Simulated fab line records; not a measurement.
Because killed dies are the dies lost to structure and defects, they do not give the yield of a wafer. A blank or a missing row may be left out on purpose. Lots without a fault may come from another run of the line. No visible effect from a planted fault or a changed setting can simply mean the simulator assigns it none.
The tool behind it: which one?    flow sky130    Sampling: 12 lots, 36 wafers, 5 of 708 route steps

WHAT EACH GAUGE READ, for each wafer
The record holds no reading of a measuring or inspecting step that can be judged against a usual standard deviation.

TOOL THAT RAN EACH LOT (tool first, then ch and the chambers of the sampled wafers, then the start)
lot   SKY_METAL4_ETCH_16                 SKY_METAL4_CLEAN_22              SKY_VIA4_CMP_21                SKY_METAL5_SPUTTER_02         SKY_PAD_OPEN_PROBE_99
L724  rie_metal-04 ch 0,1, day 42 00:26  wet_bench-04 ch 3, day 42 01:14  cmp-02 ch 2,3, day 43 01:50    pvd_sputter-04, day 43 02:11  prober-01, day 46 00:21
L725  rie_metal-01 ch 0, day 42 07:19    wet_bench-04 ch 2, day 42 08:13  cmp-02 ch 0,2, day 43 11:52    pvd_sputter-02, day 43 12:13  prober-02, day 46 09:01
L726  rie_metal-01 ch 0,1, day 42 12:32  wet_bench-04 ch 3, day 42 13:20  cmp-02 ch 0,2,3, day 43 14:16  pvd_sputter-03, day 43 14:37  prober-01, day 46 12:31
L727  rie_metal-01 ch 0,1, day 43 01:53  wet_bench-02 ch 0, day 43 02:41  cmp-01 ch 0,2,3, day 44 02:51  pvd_sputter-03, day 44 03:12  prober-01, day 46 21:47
L731  rie_metal-01 ch 0,1, day 44 02:38  wet_bench-01 ch 2, day 44 03:25  cmp-01 ch 0,3, day 45 02:38    pvd_sputter-04, day 45 02:59  prober-02, day 47 20:31
L738  rie_metal-03 ch 0,1, day 45 20:16  wet_bench-02 ch 1, day 45 21:06  cmp-01 ch 1,2,3, day 46 19:13  pvd_sputter-02, day 46 19:34  prober-02, day 49 09:29
L739  rie_metal-03 ch 0,1, day 46 08:05  wet_bench-02 ch 1, day 46 08:55  cmp-01 ch 1,2,3, day 47 05:39  pvd_sputter-04, day 47 06:00  prober-02, day 49 16:46
L741  rie_metal-03 ch 0,1, day 46 14:55  wet_bench-02 ch 0, day 46 15:43  cmp-02 ch 0,1,2, day 47 13:32  pvd_sputter-04, day 47 13:50  prober-01, day 49 23:37
L742  rie_metal-04 ch 0,1, day 47 02:20  wet_bench-04 ch 1, day 47 03:10  cmp-01 ch 0,1,3, day 48 00:39  pvd_sputter-03, day 48 00:53  prober-01, day 50 07:58
L745  rie_metal-04 ch 0, day 48 00:41    wet_bench-04 ch 3, day 48 01:29  cmp-02 ch 1,2, day 48 21:40    pvd_sputter-03, day 48 22:01  prober-02, day 51 03:10
L747  rie_metal-01 ch 0, day 48 01:04    wet_bench-04 ch 1, day 48 01:52  cmp-01 ch 2,3, day 48 22:40    pvd_sputter-03, day 48 22:58  prober-01, day 51 04:37
L746  rie_metal-03 ch 0,1, day 48 05:17  wet_bench-04 ch 2, day 48 06:05  cmp-02 ch 0,1,2, day 49 02:05  pvd_sputter-03, day 49 02:26  prober-02, day 51 06:10
- SKY_METAL4_ETCH_16: etches BARC in N2/H2, stops on SiO2, time 88.2 s, target depth 60 nm.
- SKY_METAL4_CLEAN_22: cleans in O3/DIW.
- SKY_VIA4_CMP_21: polishes, stops on SiO2, t overpolish 25 s, target thk 0 nm.
- SKY_METAL5_SPUTTER_02: material AlCu, target thk 1150 nm, time 61.2 s.
- SKY_PAD_OPEN_PROBE_99

WHAT THE TOOLS THEMSELVES READ (means of the sampled wafers that have a number; where no wafer has one, the mark that the record gives instead)
SKY_METAL4_ETCH_16.
lot   tool          drypump_motor_current_A (A)  oes_product_au (a.u.)  throttle_valve_pct (%)
L724  rie_metal-04  5.8                          0.623                  13.203
L725  rie_metal-01  6.3                          0.622                  13.199
L726  rie_metal-01  5.9                          0.630                  13.202
L727  rie_metal-01  5.9                          0.624                  13.208
L731  rie_metal-01  5.5                          0.626                  13.207
L738  rie_metal-03  5.9                          0.627                  13.206
L739  rie_metal-03  5.9                          0.626                  13.204
L741  rie_metal-03  5.9                          0.625                  13.215
L742  rie_metal-04  5.8                          0.629                  13.200
L745  rie_metal-04  6.2                          0.625                  13.202
L747  rie_metal-01  6.3                          0.629                  13.208
L746  rie_metal-03  5.6                          0.626                  13.210

SKY_VIA4_CMP_21.
lot   tool    motor_current_A (A)  overpolish_run_s (s)  time_to_endpoint_s (s)
L724  cmp-02  11.2                 25.004                124
L725  cmp-02  11.3                 24.998                122
L726  cmp-02  11.4                 25.001                120
L727  cmp-01  11.2                 25.005                124
L731  cmp-01  11.4                 24.999                130
L738  cmp-01  11.0                 24.998                124
L739  cmp-01  10.8                 24.991                123
L741  cmp-02  11.1                 24.991                122
L742  cmp-01  10.9                 24.993                124
L745  cmp-02  11.7                 24.990                121
L747  cmp-01  11.2                 24.997                114
L746  cmp-02  11.4                 25.007                124

SKY_METAL5_SPUTTER_02.
lot   tool            throttle_valve_pct (%)
L724  pvd_sputter-04  29.5
L725  pvd_sputter-02  29.0
L726  pvd_sputter-03  30.2
L727  pvd_sputter-03  29.8
L731  pvd_sputter-04  29.3
L738  pvd_sputter-02  30.4
L739  pvd_sputter-04  29.5
L741  pvd_sputter-04  28.3
L742  pvd_sputter-03  29.3
L745  pvd_sputter-03  29.8
L747  pvd_sputter-03  30.0
L746  pvd_sputter-03  30.0

SKY_PAD_OPEN_PROBE_99.
lot   tool       defect_limited_yield (%)  killed_at_M0_to_M3  killed_at_M4_up  killed_at_contacts  killed_at_front_end  killed_at_other  killed_dies  killed_open  killed_short  sort_bin_3_pad_short (%)  sort_bin_5_function (%)  sort_bin_6_memory (%)  sort_n_pass  sort_yield_pct (%)
L724  prober-01  82.4                      44                  3.7              22                  15                   2.0              86           40           45            0.9                       9.6                      7.1                    406          82.4
L725  prober-02  81.8                      43                  4.0              25                  17                   0.0              89           49           40            1.2                       10.5                     6.4                    403          81.8
L726  prober-01  80.0                      50                  5.0              25                  19                   0.3              98           46           52            1.0                       12.3                     6.7                    394          80.0
L727  prober-01  83.3                      37                  4.7              26                  14                   0.7              82           42           39            1.1                       8.5                      7.1                    410          83.3
L731  prober-02  73.1                      39                  53.7             26                  13                   0.3              132          49           32            2.4                       16.4                     8.0                    360          73.1
L738  prober-02  83.0                      42                  1.3              23                  16                   1.3              84           46           37            0.9                       9.7                      6.4                    408          83.0
L739  prober-02  82.2                      49                  3.3              21                  14                   0.7              88           48           38            0.5                       9.9                      7.4                    404          82.2
L741  prober-01  81.3                      51                  4.3              24                  12                   0.3              92           46           46            1.2                       11.6                     5.9                    400          81.3
L742  prober-01  83.3                      40                  1.7              29                  11                   0.3              82           47           34            0.7                       10.6                     5.4                    410          83.3
L745  prober-02  82.3                      44                  2.3              24                  17                   0.0              87           50           37            0.6                       9.3                      7.8                    405          82.3
L747  prober-01  82.3                      42                  2.0              29                  14                   0.3              87           43           44            1.1                       10.6                     6.0                    405          82.3
L746  prober-02  84.3                      36                  3.0              26                  12                   0.0              77           41           36            0.7                       9.4                      5.6                    415          84.3

THE ANSWER, worked out from the rows above alone
Rule: what is usual is taken from the lots themselves. The widest of any qualifying gaps counts: lots, ordered by their means at a reading, are off when they make up no more than a third of the lots, leave a main group of 4 or more, and stand apart from it by 3 or more times the standard deviation of that group's means. The tables above print the reading to a certain number of digits; a main group whose means all agree to those digits is not used. Also off: a lot with no number at a reading for which 4 or more lots have one. All remaining lots with rows at the step are treated as sound. Order of review: gauges by route order, followed by the tools' own readings, for which a lot's mean as printed above is used. The first step at which some lot is off is used, and at that step the reading that is off furthest; a lot without a number counts as furthest.
Off at SKY_PAD_OPEN_PROBE_99 (killed_at_M4_up): L731. Main group: mean 3.2, sd 1.2.
A tool fits if, at that step or a process step before it, it ran every lot that is off, and no sound lot after the first of them. One fits: wet_bench-01 at SKY_METAL4_CLEAN_22. It ran no sound lot before its first lot that is off in this sample, so the start can't be narrowed down.

WHAT HAD BEEN PUT IN BY THE SIMULATOR
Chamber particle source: wet_bench-01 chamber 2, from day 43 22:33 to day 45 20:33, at SKY_METAL4_CLEAN_22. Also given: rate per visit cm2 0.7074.
Lots struck among those shown: L731. This agrees with what the rule above found.
